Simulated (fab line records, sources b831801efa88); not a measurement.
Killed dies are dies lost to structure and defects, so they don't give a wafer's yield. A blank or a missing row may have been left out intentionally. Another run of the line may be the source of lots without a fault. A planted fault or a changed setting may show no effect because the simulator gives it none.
fab line records ; flow sky130
record: lots: 13; wafers: 39; last-day: 50
route steps=708 shown SONOS_ONO@171 POLY_GATE@223 PAD_OPEN@708
lots untouched by any fault: they come from a run of this same line in which no faults occurred
start-h: hours from the record's opening day to when the first of the lot's shown wafers began ; wait-h: hours since the lot's step before ; " repeats the value in the row above ; L1.1+2: a single row standing in for several wafers ; - value missing, or start not given ; * or withheld: withheld ; < > ~ a bound
route shown NAME@n: a module of which the file shows steps, and the number in the route of the first ; usual: mean/standard deviation taken from wafers without a fault ; same: alike in all rows ; chamber/n: place in a boat ; sites: readings site by site ; _std_site: standard deviation of those values ; _edge_site: outer sites' mean less inner sites' ; radius-mm: for every site, how far away it sits from the centre of the wafer ; mask NAME#n: copy n ; behind: tool/chamber where the wafer was last shaped ; hold: why the lot was held/for how many hours/how that ended ; device: whichever transistor did not switch (one of n, p or np) ; end of line: the same wafers' tests at the end of the route ; a step given without rows: its recipe and nothing more ; killed: dies lost to structure and defects at the first sort, not the wafer's yield ; map: per-die view of a wafer (x killed, . not killed, _ where there is no die)
set.NAME: the run value of the setting; set.NAME@STEP: its run value at that earlier step ; model.NAME: the simulator's own value behind a step, which no gauge read
steps of the route over a sample of lots; a table a step, a row a wafer
services: a tool's chamber out of use, with start hour (start-h, from the record's first day; less than 0 if before it), hours out, and reason
== steps ==
step: SKY_SONOS_ONO_THK_MEAS_03
recipe: reads: Si3N4_of_SONOS_ONO_CVD_02
usual: SONOS_ONO_CVD_02_THK: 10.41/0.12
lot.wafer;tool;chamber;start-h;wait-h;SONOS_ONO_CVD_02_THK[nm]
L262.1;film-metro-03;-;251.06;0.0;10.26
L262.2;film-metro-03;-;251.06;0.0;10.52
L262.4;film-metro-03;-;251.06;0.0;10.37
L265.3;film-metro-03;-;290.74;0.0;10.33
L265.4;film-metro-03;-;290.74;0.0;10.40
L265.5;film-metro-03;-;290.74;0.0;10.33
L267.1;film-metro-01;-;292.49;0.0;10.60
L267.3;film-metro-01;-;292.49;0.0;10.51
L267.4;film-metro-01;-;292.49;0.0;10.58
L266.3;film-metro-03;-;297.91;0.0;10.41
L266.4;film-metro-03;-;297.91;0.0;10.33
L266.5;film-metro-03;-;297.91;0.0;10.36
L268.2;film-metro-02;-;306.85;0.0;10.55
L268.3;film-metro-02;-;306.85;0.0;10.67
L268.6;film-metro-02;-;306.85;0.0;10.66
L276.3;film-metro-03;-;381.10;0.0;10.40
L276.4;film-metro-03;-;381.10;0.0;10.46
L276.6;film-metro-03;-;381.10;0.0;10.35
L277.1;film-metro-02;-;399.72;0.0;10.45
L277.3;film-metro-02;-;399.72;0.0;10.38
L277.4;film-metro-02;-;399.72;0.0;10.51
L278.2;film-metro-01;-;403.34;0.0;10.38
L278.4;film-metro-01;-;403.34;0.0;10.52
L278.5;film-metro-01;-;403.34;0.0;10.60
L279.1;film-metro-03;-;417.68;0.0;10.41
L279.4;film-metro-03;-;417.68;0.0;10.38
L279.6;film-metro-03;-;417.68;0.0;10.32
L280.1;film-metro-02;-;420.97;0.0;10.45
L280.2;film-metro-02;-;420.97;0.0;10.43
L280.6;film-metro-02;-;420.97;0.0;10.64
L282.2;film-metro-02;-;430.74;0.0;10.20
L282.4;film-metro-02;-;430.74;0.0;10.32
L282.6;film-metro-02;-;430.74;0.0;10.28
L281.1;film-metro-01;-;432.68;0.0;10.50
L281.2;film-metro-01;-;432.68;0.0;10.58
L281.3;film-metro-01;-;432.68;0.0;10.40
L284.1;film-metro-03;-;440.75;0.0;10.39
L284.2;film-metro-03;-;440.75;0.0;10.25
L284.5;film-metro-03;-;440.75;0.0;10.40
step: SKY_SONOS_ONO_ETCH_15
recipe: target-depth-nm: 19.52; chemistry: CHF3/O2; source-w: 600; bias-w: 200; pressure-mtorr: 40; chf3-flow-sccm: 50; O2_flow_sccm: 5; time-s: 7.8
usual: drypump-motor-current-A: 5.6/0.52; oes-product-au: 0.997/0.01; throttle-valve-pct: 8.824/0.0093
lot.wafer;tool;chamber;start-h;wait-h;drypump-motor-current-A;oes-product-au;rf-hours-counter-h;throttle-valve-pct
L262.1;rie-diel-04;2;277.53;0.0;5.5;0.978;7;8.825
L262.2;rie-diel-04;1;277.53;0.0;5.2;0.969;128;8.803
L262.4;rie-diel-04;0;277.53;0.0;5.3;0.987;58;8.826
L265.3;rie-diel-04;1;317.33;0.0;5.2;0.973;0;8.830
L265.4;rie-diel-04;2;317.33;0.0;5.6;0.992;8;8.809
L265.5;rie-diel-04;3;317.33;0.0;6.6;1.012;-;8.825
L267.1;rie-diel-04;3;319.38;0.0;6.5;1.018;2;8.834
L267.3;rie-diel-04;2;319.38;0.0;5.6;0.990;8;8.823
L267.4;rie-diel-04;1;319.38;0.0;5.2;0.973;0;8.817
L266.3;rie-diel-04;1;325.29;0.0;5.2;0.977;0;8.840
L266.4;rie-diel-04;2;325.29;0.0;5.6;0.987;8;8.809
L266.5;rie-diel-04;3;325.29;0.0;6.6;1.018;-;8.824
L268.2;rie-diel-04;3;334.83;0.0;6.6;1.020;2;8.828
L268.3;rie-diel-04;1;334.83;0.0;5.2;0.983;0;8.816
L268.6;rie-diel-04;0;334.83;0.0;5.3;1.002;-;8.828
L276.3;rie-diel-01;3;412.56;0.0;5.1;0.996;1;8.825
L276.4;rie-diel-01;1;412.56;0.0;5.0;0.998;77;8.816
L276.6;rie-diel-01;0;412.56;0.0;5.5;0.998;-;8.806
L277.1;rie-diel-04;0;430.56;0.0;5.3;0.995;60;8.797
L277.3;rie-diel-04;2;430.56;0.0;5.6;0.994;10;8.818
L277.4;rie-diel-04;3;430.56;0.0;6.6;1.016;4;8.826
L278.2;rie-diel-04;2;434.36;0.0;5.6;0.991;10;8.831
L278.4;rie-diel-04;3;434.36;0.0;6.6;1.006;4;8.840
L278.5;rie-diel-04;3;434.36;0.0;6.6;1.010;-;8.829
L279.1;rie-diel-03;1;449.06;0.0;6.0;0.995;67;8.826
L279.4;rie-diel-03;3;449.06;0.0;6.1;0.980;4;8.825
L279.6;rie-diel-03;0;449.06;0.0;5.3;0.997;-;8.830
L280.1;rie-diel-01;0;453.64;0.0;5.5;0.999;3;8.814
L280.2;rie-diel-01;3;453.64;0.0;5.1;1.011;2;8.829
L280.6;rie-diel-01;1;453.64;0.0;5.0;0.992;-;8.813
L282.2;rie-diel-03;2;462.78;0.0;5.9;1.001;14;8.825
L282.4;rie-diel-03;0;462.78;0.0;5.2;0.989;75;8.825
L282.6;rie-diel-03;3;462.78;0.0;6.2;0.992;-;8.848
L281.1;rie-diel-04;1;464.99;0.0;5.2;0.991;3;8.832
L281.2;rie-diel-04;2;464.99;0.0;5.6;0.995;10;8.831
L281.3;rie-diel-04;0;464.99;0.0;5.3;0.993;61;8.822
L284.1;rie-diel-04;3;472.46;0.0;6.6;0.996;4;8.821
L284.2;rie-diel-04;0;472.46;0.0;5.3;0.991;61;8.815
L284.5;rie-diel-04;0;472.46;0.0;5.3;0.999;-;8.830
step: SKY_POLY_GATE_SOFTBAKE_09
recipe: temp-c: 100; time-s: 90; resist: KrF-thick
usual: heater-power-total-W: 57.36/0.12; plate-temp-C: 100.00/0.14
lot.wafer;tool;chamber;start-h;wait-h;heater-power-total-W;plate-temp-C
L262.1;litho-track-02;0;351;-;57.23;99.97
L262.2;litho-track-02;0;351;-;57.26;99.90
L262.4;litho-track-02;0;351;-;57.51;99.92
L265.3;litho-track-03;0;397;-;57.41;100.18
L265.4;litho-track-03;0;397;-;57.17;100.17
L265.5;litho-track-03;0;397;-;57.26;100.00
L267.1;litho-track-02;0;397;-;57.22;99.93
L267.3;litho-track-02;0;397;-;57.25;99.88
L267.4;litho-track-02;0;397;-;57.41;99.83
L266.3;litho-track-02;0;405;-;55.99;98.14
L266.4;litho-track-02;0;405;-;55.78;98.00
L266.5;litho-track-02;0;405;-;56.01;98.05
L268.2;litho-track-02;0;415;-;55.97;98.13
L268.3;litho-track-02;0;415;-;55.85;97.91
L268.6;litho-track-02;0;415;-;56.05;97.99
L276.3;litho-track-02;0;501;-;57.45;100.09
L276.4;litho-track-02;0;501;-;57.40;100.07
L276.6;litho-track-02;0;501;-;57.25;99.98
L277.1;litho-track-02;0;519;-;57.20;100.06
L277.3;litho-track-02;0;519;-;57.54;100.06
L277.4;litho-track-02;0;519;-;57.47;99.95
L278.2;litho-track-03;0;521;-;57.46;99.87
L278.4;litho-track-03;0;521;-;57.31;99.63
L278.5;litho-track-03;0;521;-;57.33;99.88
L279.1;litho-track-03;0;537;-;57.51;100.29
L279.4;litho-track-03;0;538;-;57.51;100.14
L279.6;litho-track-03;0;538;-;57.23;100.25
L280.1;litho-track-02;0;543;-;57.37;99.97
L280.2;litho-track-02;0;543;-;57.48;99.78
L280.6;litho-track-02;0;543;-;57.10;99.67
L281.1;litho-track-02;0;550;-;57.13;99.83
L281.2;litho-track-02;0;550;-;57.44;100.13
L281.3;litho-track-02;0;550;-;57.54;99.78
L282.2;litho-track-04;0;552;-;57.49;99.89
L282.4;litho-track-04;0;552;-;57.28;99.95
L282.6;litho-track-04;0;552;-;57.55;100.09
L284.1;litho-track-02;0;558;-;57.58;100.15
L284.2;litho-track-02;0;558;-;57.41;100.32
L284.5;litho-track-02;0;559;-;57.34;99.98
step: SKY_POLY_GATE_CD_MEAS_22
usual: cd-nm: 149.2/2.9
lot.wafer;tool;chamber;start-h;wait-h;cd-nm
L262.1;cd-sem-02;-;368.42;0.1;150.6
L262.2;cd-sem-02;-;368.42;0.1;149.1
L262.4;cd-sem-02;-;368.42;0.1;149.7
L265.3;cd-sem-02;-;414.04;0.1;149.8
L265.4;cd-sem-02;-;414.04;0.1;146.5
L265.5;cd-sem-02;-;414.04;0.1;145.9
L267.1;cd-sem-02;-;415.28;0.1;147.1
L267.3;cd-sem-02;-;415.28;0.1;149.7
L267.4;cd-sem-02;-;415.28;0.1;154.5
L266.3;cd-sem-01;-;423.48;0.1;148.2
L266.4;cd-sem-01;-;423.48;0.1;151.6
L266.5;cd-sem-01;-;423.48;0.1;151.9
L268.2;cd-sem-01;-;434.45;0.1;151.7
L268.3;cd-sem-01;-;434.45;0.1;147.0
L268.6;cd-sem-01;-;434.45;0.1;148.8
L276.3;cd-sem-02;-;520.32;0.1;147.1
L276.4;cd-sem-02;-;520.32;0.1;149.1
L276.6;cd-sem-02;-;520.32;0.1;148.1
L277.1;cd-sem-01;-;537.34;0.1;150.7
L277.3;cd-sem-01;-;537.34;0.1;147.8
L277.4;cd-sem-01;-;537.34;0.1;147.6
L278.2;cd-sem-02;-;538.25;0.1;153.9
L278.4;cd-sem-02;-;538.25;0.1;146.6
L278.5;cd-sem-02;-;538.25;0.1;153.4
L279.1;cd-sem-02;-;555.05;0.1;153.6
L279.4;cd-sem-02;-;555.05;0.1;158.1
L279.6;cd-sem-02;-;555.05;0.1;157.9
L280.1;cd-sem-02;-;561.16;0.1;145.0
L280.2;cd-sem-02;-;561.16;0.1;146.8
L280.6;cd-sem-02;-;561.16;0.1;149.0
L281.1;cd-sem-02;-;567.70;0.1;150.7
L281.2;cd-sem-02;-;567.70;0.1;150.2
L281.3;cd-sem-02;-;567.70;0.1;150.7
L282.2;cd-sem-02;-;570.21;0.1;146.4
L282.4;cd-sem-02;-;570.21;0.1;148.9
L282.6;cd-sem-02;-;570.21;0.1;143.8
L284.1;cd-sem-01;-;575.55;0.1;146.3
L284.2;cd-sem-01;-;575.55;0.1;151.8
L284.5;cd-sem-01;-;575.55;0.1;146.2
step: SKY_PAD_OPEN_PROBE_99
usual: killed_at_M0_to_M3: 44/7.4; killed_at_M4_up: 3.1/1.8; killed-at-contacts: 25/6; killed-at-front-end: 15/4.4; killed-at-other: 0.3/0.49; killed-dies: 88/10; killed-open: 48/7.4; killed-short: 39/6.3
same: gross-dies: 492; killed-at-back-side: 0
lot.wafer;tool;chamber;start-h;wait-h;killed_at_M0_to_M3;killed_at_M4_up;killed-at-contacts;killed-at-front-end;killed-at-other;killed-dies;killed-open;killed-short
L262.1;prober-02;-;1078.52;0.1;41;1;37;17;0;96;57;39
L262.2;prober-02;-;1078.57;0.1;45;1;24;10;0;80;52;28
L262.4;prober-02;-;1078.67;0.2;47;4;21;18;0;90;51;39
L265.3;prober-01;-;1111.69;0.2;48;2;29;9;0;88;42;46
L265.4;prober-01;-;1111.74;0.2;47;1;36;19;1;104;53;51
L265.5;prober-01;-;1111.79;0.2;58;2;28;15;0;103;58;45
L267.1;prober-02;-;1113.17;0.1;61;4;22;17;0;104;51;53
L267.3;prober-02;-;1113.27;0.2;47;4;20;18;1;90;45;45
L267.4;prober-02;-;1113.32;0.2;41;3;32;14;0;90;54;36
L266.3;prober-01;-;1118.10;0.2;51;3;15;12;0;81;46;35
L266.4;prober-01;-;1118.15;0.2;58;3;16;13;0;90;49;41
L266.5;prober-01;-;1118.20;0.2;34;2;18;13;0;67;32;35
L268.2;prober-02;-;1124.60;0.1;46;5;29;10;0;90;46;44
L268.3;prober-02;-;1124.65;0.2;39;2;23;9;0;73;39;34
L268.6;prober-02;-;1124.80;0.2;38;2;25;11;0;76;44;32
L276.3;prober-02;-;1178.40;0.2;53;1;25;19;1;99;55;43
L276.4;prober-02;-;1178.45;0.2;42;1;18;14;0;75;47;28
L276.6;prober-02;-;1178.55;0.2;44;3;25;13;1;86;51;34
L277.1;prober-01;-;1184.65;0.1;41;5;21;13;0;80;46;34
L277.3;prober-01;-;1184.75;0.2;47;4;25;18;0;94;47;47
L277.4;prober-01;-;1184.80;0.2;49;4;24;29;0;106;55;51
L278.2;prober-02;-;1188.93;0.1;46;5;25;15;1;92;44;48
L278.4;prober-02;-;1189.03;0.2;43;4;23;13;0;83;48;35
L278.5;prober-02;-;1189.08;0.2;53;1;30;11;0;95;58;37
L279.1;prober-01;-;1199.16;0.1;47;2;30;24;0;103;60;43
L279.4;prober-01;-;1199.31;0.2;38;4;14;15;0;71;33;38
L279.6;prober-01;-;1199.41;0.2;42;4;33;20;0;99;56;42
L280.1;prober-02;-;1202.13;0.1;56;6;18;21;0;101;52;47
L280.2;prober-02;-;1202.18;0.1;40;0;38;11;0;89;57;32
L280.6;prober-02;-;1202.38;0.2;37;2;31;15;0;85;47;38
L281.1;prober-01;-;1207.12;0.1;49;0;28;13;1;91;51;40
L281.2;prober-01;-;1207.17;0.1;39;1;25;23;1;89;52;37
L281.3;prober-01;-;1207.22;0.2;35;2;24;9;0;70;34;36
L282.2;prober-02;-;1207.86;0.1;48;6;19;16;2;91;53;37
L282.4;prober-02;-;1207.96;0.2;54;2;31;20;1;108;47;60
L282.6;prober-02;-;1208.06;0.2;50;4;15;14;1;84;43;39
L284.1;prober-01;-;1209.20;0.1;53;0;31;12;1;97;57;40
L284.2;prober-01;-;1209.25;0.1;44;4;31;18;0;97;60;37
L284.5;prober-01;-;1209.40;0.2;44;5;17;10;0;76;40;36
killed by level:class
L262.1 CONTACT:geometric-particle:open=14 VIA1:geometric-particle:open=12 METAL1:geometric-particle:short=8 FIELD_ISO:geometric-particle:short=7 VIA3:geometric-particle:open=7 LI_CONTACT:geometric-particle:open=6 LOCAL_INTERCONNECT:geometric-particle:short=6 FIELD_ISO:geometric-particle:open=4
L262.2 VIA1:geometric-particle:open=12 VIA3:geometric-particle:open=10 LI_CONTACT:geometric-particle:open=8 CONTACT:geometric-particle:open=8 METAL2:geometric-particle:short=8 VIA2:geometric-particle:open=6 CONTACT:geometric-particle:short=4 FIELD_ISO:geometric-particle:open=3
L262.4 VIA1:geometric-particle:open=10 CONTACT:geometric-particle:open=9 VIA2:geometric-particle:open=7 LI_CONTACT:geometric-particle:open=7 VIA3:geometric-particle:open=7 METAL2:geometric-particle:short=6 METAL1:geometric-particle:short=5 FIELD_ISO:geometric-particle:open=4
L265.3 VIA1:geometric-particle:open=14 LI_CONTACT:geometric-particle:short=9 LI_CONTACT:geometric-particle:open=6 CONTACT:geometric-particle:open=6 METAL2:geometric-particle:short=6 VIA1:geometric-particle:short=5 LOCAL_INTERCONNECT:geometric-particle:short=5 METAL1:geometric-particle:short=5
L265.4 VIA1:geometric-particle:open=13 LI_CONTACT:geometric-particle:open=10 METAL1:geometric-particle:short=8 CONTACT:geometric-particle:open=8 LOCAL_INTERCONNECT:geometric-particle:short=6 FIELD_ISO:geometric-particle:short=5 POLY_GATE:geometric-particle:short=5 VIA1:geometric-particle:short=5
L265.5 VIA1:geometric-particle:open=13 VIA2:geometric-particle:open=11 LI_CONTACT:geometric-particle:open=8 CONTACT:geometric-particle:open=7 VIA1:geometric-particle:short=6 LOCAL_INTERCONNECT:geometric-particle:short=6 FIELD_ISO:geometric-particle:short=5 METAL3:geometric-particle:short=5
L267.1 VIA2:geometric-particle:open=11 LI_CONTACT:geometric-particle:open=9 METAL1:geometric-particle:short=8 VIA1:geometric-particle:open=8 VIA3:geometric-particle:open=8 VIA1:geometric-particle:short=6 METAL2:geometric-particle:short=6 POLY_GATE:geometric-particle:short=5
L267.3 VIA1:geometric-particle:open=10 VIA2:geometric-particle:open=9 POLY_GATE:geometric-particle:open=7 METAL2:geometric-particle:short=7 FIELD_ISO:geometric-particle:short=6 CONTACT:geometric-particle:open=6 VIA1:geometric-particle:short=5 LI_CONTACT:geometric-particle:open=4
L267.4 CONTACT:geometric-particle:open=15 LI_CONTACT:geometric-particle:open=12 VIA3:geometric-particle:open=8 VIA1:geometric-particle:open=7 FIELD_ISO:geometric-particle:short=6 VIA1:geometric-particle:short=5 METAL1:geometric-particle:open=4 POLY_GATE:geometric-particle:short=3
L266.3 VIA1:geometric-particle:open=12 VIA2:geometric-particle:open=11 METAL1:geometric-particle:short=7 POLY_GATE:geometric-particle:short=5 CONTACT:geometric-particle:open=5 LI_CONTACT:geometric-particle:open=5 VIA1:geometric-particle:short=4 VIA2:geometric-particle:short=4
L266.4 VIA1:geometric-particle:open=14 VIA2:geometric-particle:open=10 VIA1:geometric-particle:short=7 METAL2:geometric-particle:short=7 VIA3:geometric-particle:open=7 CONTACT:geometric-particle:open=6 FIELD_ISO:geometric-particle:short=3 FIELD_ISO:geometric-particle:open=3
L266.5 VIA1:geometric-particle:open=9 CONTACT:geometric-particle:open=8 METAL1:geometric-particle:short=4 VIA1:geometric-particle:short=4 VIA3:geometric-particle:short=4 VIA3:geometric-particle:open=4 FIELD_ISO:geometric-particle:open=3 FIELD_ISO:geometric-particle:short=3
L268.2 VIA1:geometric-particle:open=9 LI_CONTACT:geometric-particle:open=8 CONTACT:geometric-particle:open=8 VIA2:geometric-particle:open=8 METAL2:geometric-particle:short=7 METAL1:geometric-particle:short=6 FIELD_ISO:geometric-particle:short=5 LI_CONTACT:geometric-particle:short=5
L268.3 CONTACT:geometric-particle:open=10 VIA2:geometric-particle:open=7 LI_CONTACT:geometric-particle:open=6 METAL2:geometric-particle:short=6 VIA1:geometric-particle:short=5 VIA1:geometric-particle:open=5 VIA3:geometric-particle:open=5 LOCAL_INTERCONNECT:geometric-particle:short=4
L268.6 VIA2:geometric-particle:open=10 CONTACT:geometric-particle:open=8 VIA1:geometric-particle:open=8 LI_CONTACT:geometric-particle:open=7 METAL2:geometric-particle:short=5 LOCAL_INTERCONNECT:geometric-particle:short=4 CONTACT:geometric-particle:short=4 VIA3:geometric-particle:short=4
L276.3 LI_CONTACT:geometric-particle:open=10 CONTACT:geometric-particle:open=9 VIA1:geometric-particle:open=9 VIA2:geometric-particle:open=9 VIA3:geometric-particle:open=9 VIA2:geometric-particle:short=8 METAL1:geometric-particle:short=6 POLY_GATE:geometric-particle:open=5
L276.4 VIA1:geometric-particle:open=10 CONTACT:geometric-particle:open=7 LI_CONTACT:geometric-particle:open=7 POLY_GATE:geometric-particle:short=6 VIA2:geometric-particle:open=6 METAL1:geometric-particle:short=5 VIA1:geometric-particle:short=4 VIA3:geometric-particle:open=4
L276.6 CONTACT:geometric-particle:open=12 VIA3:geometric-particle:open=9 VIA1:geometric-particle:short=6 VIA1:geometric-particle:open=6 POLY_GATE:geometric-particle:short=5 VIA2:geometric-particle:open=5 LI_CONTACT:geometric-particle:open=5 METAL1:geometric-particle:short=5
L277.1 VIA1:geometric-particle:open=17 CONTACT:geometric-particle:open=7 LI_CONTACT:geometric-particle:open=5 VIA2:geometric-particle:open=5 VIA2:geometric-particle:short=5 LI_CONTACT:geometric-particle:short=4 LOCAL_INTERCONNECT:geometric-particle:short=4 METAL4:geometric-particle:short=4
L277.3 CONTACT:geometric-particle:open=9 LI_CONTACT:geometric-particle:open=8 METAL2:geometric-particle:short=8 VIA2:geometric-particle:open=8 VIA1:geometric-particle:open=7 FIELD_ISO:geometric-particle:open=5 FIELD_ISO:geometric-particle:short=5 VIA3:geometric-particle:short=5
L277.4 FIELD_ISO:geometric-particle:open=10 CONTACT:geometric-particle:open=10 VIA3:geometric-particle:open=8 VIA1:geometric-particle:open=8 FIELD_ISO:geometric-particle:short=6 METAL2:geometric-particle:short=6 VIA2:geometric-particle:open=6 LI_CONTACT:geometric-particle:open=5
L278.2 CONTACT:geometric-particle:open=8 LI_CONTACT:geometric-particle:open=8 VIA1:geometric-particle:open=7 METAL2:geometric-particle:short=7 VIA2:geometric-particle:short=6 VIA3:geometric-particle:open=6 VIA2:geometric-particle:open=6 METAL1:geometric-particle:short=5
L278.4 CONTACT:geometric-particle:open=13 VIA3:geometric-particle:open=9 VIA2:geometric-particle:open=9 METAL2:geometric-particle:short=8 LOCAL_INTERCONNECT:geometric-particle:short=5 VIA1:geometric-particle:open=4 VIA1:geometric-particle:short=4 METAL4:geometric-particle:short=4
L278.5 VIA1:geometric-particle:open=15 CONTACT:geometric-particle:open=12 METAL2:geometric-particle:short=7 VIA3:geometric-particle:open=7 LOCAL_INTERCONNECT:geometric-particle:short=6 LI_CONTACT:geometric-particle:open=6 METAL1:geometric-particle:short=5 VIA2:geometric-particle:open=5
L279.1 VIA1:geometric-particle:open=13 LI_CONTACT:geometric-particle:open=11 CONTACT:geometric-particle:open=9 POLY_GATE:geometric-particle:short=8 POLY_GATE:geometric-particle:open=7 FIELD_ISO:geometric-particle:open=6 METAL3:geometric-particle:short=6 VIA3:geometric-particle:open=6
L279.4 VIA3:geometric-particle:open=9 VIA1:geometric-particle:open=7 POLY_GATE:geometric-particle:short=6 CONTACT:geometric-particle:open=6 METAL4:geometric-particle:short=4 VIA1:geometric-particle:short=4 METAL3:geometric-particle:short=4 FIELD_ISO:geometric-particle:short=3
L279.6 CONTACT:geometric-particle:open=12 VIA1:geometric-particle:open=12 LI_CONTACT:geometric-particle:open=9 METAL2:geometric-particle:short=7 FIELD_ISO:geometric-particle:open=6 VIA3:geometric-particle:open=5 CONTACT:geometric-particle:short=5 METAL1:geometric-particle:short=5
L280.1 VIA1:geometric-particle:open=10 VIA2:geometric-particle:open=10 FIELD_ISO:geometric-particle:short=7 FIELD_ISO:geometric-particle:open=7 CONTACT:geometric-particle:open=7 VIA1:geometric-particle:short=7 CONTACT:geometric-particle:short=6 METAL1:geometric-particle:short=5
L280.2 LI_CONTACT:geometric-particle:open=14 CONTACT:geometric-particle:open=9 VIA2:geometric-particle:open=9 VIA1:geometric-particle:open=9 CONTACT:geometric-particle:short=7 VIA3:geometric-particle:open=7 METAL1:geometric-particle:short=7 POLY_GATE:geometric-particle:open=4
L280.6 CONTACT:geometric-particle:open=10 VIA2:geometric-particle:open=9 CONTACT:geometric-particle:short=8 LI_CONTACT:geometric-particle:open=7 VIA3:geometric-particle:open=7 METAL2:geometric-particle:short=5 VIA1:geometric-particle:open=5 POLY_GATE:geometric-particle:short=4
L281.1 VIA1:geometric-particle:open=9 CONTACT:geometric-particle:open=9 VIA2:geometric-particle:open=8 METAL2:geometric-particle:short=7 CONTACT:geometric-particle:short=6 LI_CONTACT:geometric-particle:short=5 LI_CONTACT:geometric-particle:open=5 METAL1:geometric-particle:short=5
L281.2 CONTACT:geometric-particle:open=14 VIA1:geometric-particle:open=10 POLY_GATE:geometric-particle:open=8 VIA2:geometric-particle:open=6 METAL2:geometric-particle:short=5 POLY_GATE:geometric-particle:short=4 LI_CONTACT:geometric-particle:open=4 LOCAL_INTERCONNECT:geometric-particle:short=4
L281.3 METAL1:geometric-particle:short=10 LI_CONTACT:geometric-particle:open=9 CONTACT:geometric-particle:open=9 METAL2:geometric-particle:short=6 VIA1:geometric-particle:open=6 POLY_GATE:geometric-particle:open=4 VIA1:geometric-particle:short=3 METAL3:geometric-particle:short=3
L282.2 VIA1:geometric-particle:open=10 VIA2:geometric-particle:open=9 LI_CONTACT:geometric-particle:open=7 CONTACT:geometric-particle:open=7 METAL1:geometric-particle:short=6 VIA1:geometric-particle:short=6 FIELD_ISO:geometric-particle:open=5 METAL4:geometric-particle:short=5
L282.4 VIA1:geometric-particle:short=11 LOCAL_INTERCONNECT:geometric-particle:short=8 CONTACT:geometric-particle:open=8 VIA1:geometric-particle:open=7 POLY_GATE:geometric-particle:short=7 METAL2:geometric-particle:short=7 LI_CONTACT:geometric-particle:open=5 VIA2:geometric-particle:short=4
L282.6 VIA1:geometric-particle:open=9 VIA3:geometric-particle:open=7 METAL1:geometric-particle:short=7 VIA2:geometric-particle:open=7 FIELD_ISO:geometric-particle:open=6 VIA1:geometric-particle:short=6 CONTACT:geometric-particle:open=5 LOCAL_INTERCONNECT:geometric-particle:short=4
L284.1 VIA1:geometric-particle:open=17 CONTACT:geometric-particle:open=14 METAL1:geometric-particle:short=9 LI_CONTACT:geometric-particle:open=7 VIA3:geometric-particle:open=6 CONTACT:geometric-particle:short=5 VIA2:geometric-particle:open=5 VIA3:geometric-particle:short=5
L284.2 VIA1:geometric-particle:open=15 CONTACT:geometric-particle:open=11 LI_CONTACT:geometric-particle:open=9 VIA3:geometric-particle:open=6 POLY_GATE:geometric-particle:short=5 LOCAL_INTERCONNECT:geometric-particle:short=5 CONTACT:geometric-particle:short=5 FIELD_ISO:geometric-particle:short=4
L284.5 VIA2:geometric-particle:open=8 LI_CONTACT:geometric-particle:open=7 VIA1:geometric-particle:open=7 METAL2:geometric-particle:short=7 CONTACT:geometric-particle:short=6 METAL1:geometric-particle:short=6 VIA3:geometric-particle:open=5 POLY_GATE:geometric-particle:open=4
== services ==
tool;chamber;start-h;hours;kind
rie-diel-01;-;259.55;0.5;repair
rie-diel-03;2;260.62;3.9;repair
rie-diel-01;3;279.13;2.1;repair
rie-diel-03;2;280.03;6.3;repair
rie-diel-04;1;296.69;-;clean
rie-diel-04;1;296.69;14.7;scheduled-down
rie-diel-04;1;296.69;14.7;vent-cycle
rie-diel-03;3;298.02;3.2;repair
rie-diel-04;-;299.96;14.6;pm
rie-diel-03;3;303.20;26.2;repair
litho-track-02;-;322.15;-;consumable-replace:filter
rie-diel-01;0;346.21;2.2;repair
rie-diel-01;0;353.77;14.3;repair
rie-diel-01;2;375.26;22.4;repair
rie-diel-01;0;403.68;4.7;repair
rie-diel-03;0;406.66;5.4;repair
rie-diel-04;0;421.31;2.7;repair
rie-diel-01;-;456.38;4.2;repair
rie-diel-04;0;487.10;97.2;repair
rie-diel-04;1;492.32;14.7;repair
rie-diel-03;1;514.22;12.4;repair
rie-diel-01;2;526.94;2.4;repair
rie-diel-04;1;529.66;2.7;repair
rie-diel-01;-;551.27;2.8;pm
== key ==
first-sign: step: SKY_POLY_GATE_SOFTBAKE_09; reading: plate-temp-C; direction: down; sigmas: 14; usual: *; struck: *
effect: step: SKY_POLY_GATE_SOFTBAKE_09; reading: heater-power-total-W; direction: down; sigmas: 12; usual: *; struck: *
met-at SKY_POLY_GATE_SOFTBAKE_09
struck-lots L266,L268
tester-left-out L266,L268
not-acting-at SKY_SONOS_ONO_THK_MEAS_03,SKY_SONOS_ONO_ETCH_15,SKY_POLY_GATE_CD_MEAS_22
onset-between 397 405
fault: kind: process-parameter-drift; tool: litho-track-02; chamber: -; onset-h: 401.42; steps: SKY_POLY_GATE_SOFTBAKE_09; channel: temp-c; offset: *; shape: step; end-h: 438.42; acts-in: *; stated: *
tester-left-out: of these lots the tester's yield and bins aren't shown, on N5 and GAA mostly nor the transistor test; their killed dies are dies lost to structure and defects alone, not to doping, threshold or leakage, so they don't give the yield
